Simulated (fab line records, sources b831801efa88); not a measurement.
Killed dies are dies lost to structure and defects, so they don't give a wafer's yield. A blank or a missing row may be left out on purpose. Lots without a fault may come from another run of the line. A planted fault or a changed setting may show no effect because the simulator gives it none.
Chamber matching | flow gf180mcu | GF_V5_ETCH_16 on rie_diel-03: 4 sister chambers
The step etches BARC in N2/H2. 14 wafers are shown with their chamber, then 7 later ones without.

WAFERS WITH THEIR CHAMBER
wafer  | chamber | chamber_pressure_mTorr (mTorr) | oes_product_au (a.u.) | throttle_valve_pct (%)
L673.1 | 1       | 30.02                          | 0.851                 | 13.232
L673.3 | 3       | 30.04                          | 0.858                 | 13.233
L673.4 | 0       | 29.99                          | 0.855                 | 13.210
L674.4 | 0       | 30.01                          | 0.853                 | 13.235
L674.5 | 0       | 29.97                          | 0.858                 | 13.235
L674.6 | 3       | 30.02                          | 0.859                 | 13.239
L675.1 | 3       | 29.99                          | 0.853                 | 13.224
L675.3 | 0       | 30.00                          | 0.855                 | 13.226
L675.6 | 2       | 29.96                          | 0.853                 | 13.227
L677.1 | 0       | 30.01                          | 0.858                 | 13.216
L677.3 | 1       | 30.05                          | 0.854                 | 13.212
L677.4 | 2       | 29.99                          | 0.851                 | 13.223
L678.2 | 2       | 30.00                          | 0.850                 | 13.217
L678.4 | 3       | 30.01                          | 0.852                 | 13.235

SIGNATURES (means of the wafers above)
reading                | chamber 0 | chamber 1 | chamber 2 | chamber 3 | scatter within a chamber
chamber_pressure_mTorr | 29.9960   | 30.0350   | 29.9833   | 30.0150   | 0.0193
oes_product_au         | 0.85580   | 0.85250   | 0.85133   | 0.85550   | 0.00255
throttle_valve_pct     | 13.22440  | 13.22200  | 13.22233  | 13.23275  | 0.00936
Rule: a wafer's distance from a chamber is the root of the sum, over the readings, of the square of ((its reading less the chamber's mean) divided by the reading's scatter). The wafer belongs to the nearest chamber; if the next one is less than 2 further off, it can't be placed. The scatter: the root of (the sum of the squares of (reading less its chamber's mean) over the shown wafers, divided by (wafers less chambers)).

WAFERS WITHOUT THEIR CHAMBER
wafer  | chamber_pressure_mTorr (mTorr) | oes_product_au (a.u.) | throttle_valve_pct (%)
L678.6 | 29.99                          | 0.853                 | 13.224
L680.2 | 30.02                          | 0.841                 | 13.232
L680.3 | 30.02                          | 0.856                 | 13.222
L680.4 | 29.95                          | 0.855                 | 13.215
L682.1 | 30.03                          | 0.858                 | 13.214
L682.2 | 30.01                          | 0.858                 | 13.233
L682.6 | 29.98                          | 0.851                 | 13.230

WHICH CHAMBER EACH WENT THROUGH
wafer  | from the rows above               | in truth
L678.6 | can't be placed: 2 or 0 or 3 or 1 | 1
L680.2 | can't be placed: 2 or 1 or 3 or 0 | 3
L680.3 | can't be placed: 3 or 0 or 1 or 2 | 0
L680.4 | can't be placed: 2 or 0 or 3      | 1
L682.1 | can't be placed: 0 or 1 or 3 or 2 | 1
L682.2 | can't be placed: 3 or 0 or 1      | 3
L682.6 | can't be placed: 2 or 0 or 3      | 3
Placed correctly: 0 of 7. Can't be placed from these rows: 7 (the true chamber is among the candidates in 6). Placed wrongly: 0.
